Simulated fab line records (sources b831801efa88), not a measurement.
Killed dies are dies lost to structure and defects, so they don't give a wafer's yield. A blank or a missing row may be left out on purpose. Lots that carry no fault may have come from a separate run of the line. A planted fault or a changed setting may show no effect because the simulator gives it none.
Which tool was responsible? :: flow gf180mcu :: 39 wafers from 13 lots sampled at 3 of the route's 602 steps

WHAT THE GAUGES READ, wafer by wafer
GF_V2_OVL_MEAS_15. Usual: V2_OVL -2 nm, standard deviation 6.6.
lot: L714
measured: day 20 05:08
on: overlay-02
V2_OVL (nm): -6 -3 1
flag: 

lot: L716
measured: day 21 04:56
on: overlay-02
V2_OVL (nm): -2 -1 0
flag: 

lot: L717
measured: day 21 09:32
on: overlay-01
V2_OVL (nm): -5 -4 -1
flag: 

lot: L720
measured: day 22 12:47
on: overlay-01
V2_OVL (nm): -13 -6 -12
flag: 

lot: L721
measured: day 23 13:05
on: overlay-02
V2_OVL (nm): 2 6 -5
flag: 

lot: L726
measured: day 24 20:08
on: overlay-01
V2_OVL (nm): 2 3 9
flag: 

lot: L725
measured: day 24 20:38
on: overlay-02
V2_OVL (nm): -11 -5 -13
flag: 

lot: L728
measured: day 25 13:08
on: overlay-01
V2_OVL (nm): 2 -9 1
flag: 

lot: L730
measured: day 25 22:56
on: overlay-02
V2_OVL (nm): -12 1 -4
flag: 

lot: L729
measured: day 26 01:08
on: overlay-02
V2_OVL (nm): 1 -6 -11
flag: 

lot: L731
measured: day 26 06:20
on: overlay-01
V2_OVL (nm): -17 -4 -8
flag: 

lot: L736
measured: day 27 17:17
on: overlay-02
V2_OVL (nm): -6 -2 -4
flag: 

lot: L737
measured: day 28 01:23
on: overlay-02
V2_OVL (nm): -10 -14 -9
flag: 

GF_V3_THK_MEAS_01. Usual: V3_CVD_00_THK 580 nm, standard deviation 6.4.
lot: L714
measured: day 21 07:47
on: film metro-02
V3_CVD_00_THK (nm): 576 576 574
flag: 

lot: L716
measured: day 22 07:36
on: film metro-04
V3_CVD_00_THK (nm): 569 583 592
flag: 

lot: L717
measured: day 22 11:32
on: film metro-04
V3_CVD_00_THK (nm): 571 573 571
flag: 

lot: L720
measured: day 23 14:38
on: film metro-02
V3_CVD_00_THK (nm): 583 578 584
flag: 

lot: L721
measured: day 24 13:55
on: film metro-02
V3_CVD_00_THK (nm): 577 567 581
flag: 

lot: L726
measured: day 25 20:11
on: film metro-02
V3_CVD_00_THK (nm): 588 581 586
flag: 

lot: L725
measured: day 25 21:04
on: film metro-02
V3_CVD_00_THK (nm): 590 573 581
flag: 

lot: L728
measured: day 26 12:42
on: film metro-02
V3_CVD_00_THK (nm): 576 587 577
flag: 

lot: L730
measured: day 26 22:19
on: film metro-01
V3_CVD_00_THK (nm): 576 571 580
flag: 

lot: L729
measured: day 26 23:52
on: film metro-02
V3_CVD_00_THK (nm): 581 584 586
flag: 

lot: L731
measured: day 27 05:26
on: film metro-04
V3_CVD_00_THK (nm): 582 577 577
flag: 

lot: L736
measured: day 28 15:16
on: film metro-04
V3_CVD_00_THK (nm): 593 589 595
flag: 

lot: L737
measured: day 28 22:59
on: film metro-01
V3_CVD_00_THK (nm): 574 581 581
flag: 

EACH LOT AND THE TOOL THAT RAN IT (in order: tool; ch and the chambers of the sampled wafers; start)
lot: L714
GF_M3_SPUTTER_00: pvd sputter-04, day 20 06:34

lot: L716
GF_M3_SPUTTER_00: pvd sputter-04, day 21 06:21

lot: L717
GF_M3_SPUTTER_00: pvd sputter-04, day 21 10:58

lot: L720
GF_M3_SPUTTER_00: pvd sputter-04, day 22 14:31

lot: L721
GF_M3_SPUTTER_00: pvd sputter-03, day 23 14:49

lot: L726
GF_M3_SPUTTER_00: pvd sputter-03, day 24 21:32

lot: L725
GF_M3_SPUTTER_00: pvd sputter-04, day 24 22:01

lot: L728
GF_M3_SPUTTER_00: pvd sputter-04, day 25 14:35

lot: L730
GF_M3_SPUTTER_00: pvd sputter-02, day 26 00:22

lot: L729
GF_M3_SPUTTER_00: pvd sputter-04, day 26 02:34

lot: L731
GF_M3_SPUTTER_00: pvd sputter-02, day 26 07:46

lot: L736
GF_M3_SPUTTER_00: pvd sputter-04, day 27 18:40

lot: L737
GF_M3_SPUTTER_00: pvd sputter-04, day 28 02:49
- GF_M3_SPUTTER_00: material Ti, target thk 37.5 nm, time 150 s.

WHAT THE TOOLS THEMSELVES READ (means of the sampled wafers that have a number; where no wafer has one, the mark that the record gives instead)
GF_M3_SPUTTER_00. Usual: cathode dc power W 4000.2 W, standard deviation 0.7; substrate temp c 200.01 C, standard deviation 0.17; throttle valve pct 29.6 %, standard deviation 0.7.
lot: L714
tool: pvd sputter-04
cathode dc power W (W): 4000.6
substrate temp c (C): 199.94
throttle valve pct (%): 29.5
flag: 

lot: L716
tool: pvd sputter-04
cathode dc power W (W): 4000.7
substrate temp c (C): 199.87
throttle valve pct (%): 29.5
flag: 

lot: L717
tool: pvd sputter-04
cathode dc power W (W): 3999.7
substrate temp c (C): 200.16
throttle valve pct (%): 29.7
flag: 

lot: L720
tool: pvd sputter-04
cathode dc power W (W): 3999.4
substrate temp c (C): 199.97
throttle valve pct (%): 29.5
flag: 

lot: L721
tool: pvd sputter-03
cathode dc power W (W): 3999.2
substrate temp c (C): 200.06
throttle valve pct (%): 29.7
flag: 

lot: L726
tool: pvd sputter-03
cathode dc power W (W): 4000.4
substrate temp c (C): 200.11
throttle valve pct (%): 29.8
flag: 

lot: L725
tool: pvd sputter-04
cathode dc power W (W): 4000.2
substrate temp c (C): 199.95
throttle valve pct (%): 29.8
flag: 

lot: L728
tool: pvd sputter-04
cathode dc power W (W): 4000.2
substrate temp c (C): 200.06
throttle valve pct (%): 29.4
flag: 

lot: L730
tool: pvd sputter-02
cathode dc power W (W): 4000.5
substrate temp c (C): 200.02
throttle valve pct (%): 29.7
flag: 

lot: L729
tool: pvd sputter-04
cathode dc power W (W): 3999.5
substrate temp c (C): 200.20
throttle valve pct (%): 29.6
flag: 

lot: L731
tool: pvd sputter-02
cathode dc power W (W): 4000.1
substrate temp c (C): 199.96
throttle valve pct (%): 29.5
flag: 

lot: L736
tool: pvd sputter-04
cathode dc power W (W): 4000.2
substrate temp c (C): 200.21
throttle valve pct (%): 29.6
flag: 

lot: L737
tool: pvd sputter-04
cathode dc power W (W): 4000.3
substrate temp c (C): 199.97
throttle valve pct (%): 29.6
flag: 

THE ANSWER, worked out from the rows above alone
Rule: lot off if the mean of its wafers having a number is beyond 3 standard deviations from the usual mean. Also off: a lot with no number at a reading for which 4 or more lots have one. The other lots that the step has rows for count as sound. The gauges are gone through in route order, then the tools' own readings, and for those a lot's mean is taken as printed above. At the first step where some lot is off, the reading lying furthest off is the one used; lots without a number count as furthest.
Nothing can be told from this: no lot is off at any reading shown.

WHAT THE SIMULATOR HAD PUT IN
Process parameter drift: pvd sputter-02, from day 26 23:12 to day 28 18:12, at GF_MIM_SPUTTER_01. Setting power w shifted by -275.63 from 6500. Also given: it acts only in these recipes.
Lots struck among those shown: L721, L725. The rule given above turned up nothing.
